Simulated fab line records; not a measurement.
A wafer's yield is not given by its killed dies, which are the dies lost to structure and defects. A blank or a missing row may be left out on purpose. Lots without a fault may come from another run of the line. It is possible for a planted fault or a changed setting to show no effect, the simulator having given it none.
The tool behind it: which one? | flow gf180mcu | Sampling: 6 lots, 16 wafers, 3 of 602 route steps

== WHAT THE GAUGES READ, wafer by wafer ==
GF_PSD_RS_MEAS_14: a four-point-probe measurement.
lot  | measured     | on           | NSD_RS (ohm/sq)
L306 | day 14 14:32 | filmMetro-04 | 46.02 46.10 46.00
L310 | day 16 05:03 | filmMetro-03 | 46.01 46.10 46.08
L313 | day 17 03:52 | filmMetro-03 | 46.12 46.12 46.12
L318 | day 18 22:11 | filmMetro-02 | 46.07 41.48
L321 | day 19 20:41 | filmMetro-04 | 46.03 41.65
L328 | day 22 03:40 | filmMetro-03 | 46.27 46.21 46.17

== WHAT TOOL EACH LOT RAN ON (gives the tool, then ch and the chambers of the sampled wafers, and finally the start) ==
lot  | GF_HV_LDD_ETCHBACK_58             | GF_PSD_RTA_13
L306 | rieDiel-02 ch 0,1,2, day 12 20:46 | rtpAnneal-01 ch 0, day 14 14:26
L310 | rieDiel-03 ch 0,1,2, day 14 09:47 | rtpAnneal-02 ch 0, day 16 04:54
L313 | rieDiel-02 ch 0,2,3, day 15 06:19 | rtpAnneal-01 ch 0, day 17 03:43
L318 | rieDiel-03 ch 1,2, day 16 21:17   | rtpAnneal-02 ch 0, day 18 22:06
L321 | rieDiel-01 ch 1,2, day 17 19:31   | rtpAnneal-02 ch 0, day 19 20:36
L328 | rieDiel-01 ch 1,2, day 20 03:13   | rtpAnneal-02 ch 0, day 22 03:34
- GF_HV_LDD_ETCHBACK_58: etches Si3N4 in CH3F/O2, stops on SiO2, time 100 s, target depth 90 nm.
- GF_PSD_RTA_13: time 20 s.

== THE ANSWER, worked out from the rows above alone ==
Rule: the usual values come from the lots themselves. Put in order of their means at a reading, lots are off if they are a third of the lots or fewer, leave a main group of 4 or more, and stand apart from it by a gap of 3 or more times the standard deviation of the main group's means; of several such gaps the widest counts. Not used: any main group whose means are identical at the precision the tables above print for the reading. A lot without any number at a reading at which 4 lots or more have one is off too. Any other lot the step has rows for is counted as sound.
Off: L318, L321, at GF_PSD_RS_MEAS_14 (NSD_RS). The main group has a mean of 46.11 ohm/sq with a standard deviation of 0.068.
If a tool, at a process step before that reading, ran all the lots that are off and no sound lot after the first of them, it fits. Those tools and the gauges at GF_PSD_RS_MEAS_14 are tried in the same way. Of those tried, none fits.

== WHAT THE SIMULATOR HAD INSERTED ==
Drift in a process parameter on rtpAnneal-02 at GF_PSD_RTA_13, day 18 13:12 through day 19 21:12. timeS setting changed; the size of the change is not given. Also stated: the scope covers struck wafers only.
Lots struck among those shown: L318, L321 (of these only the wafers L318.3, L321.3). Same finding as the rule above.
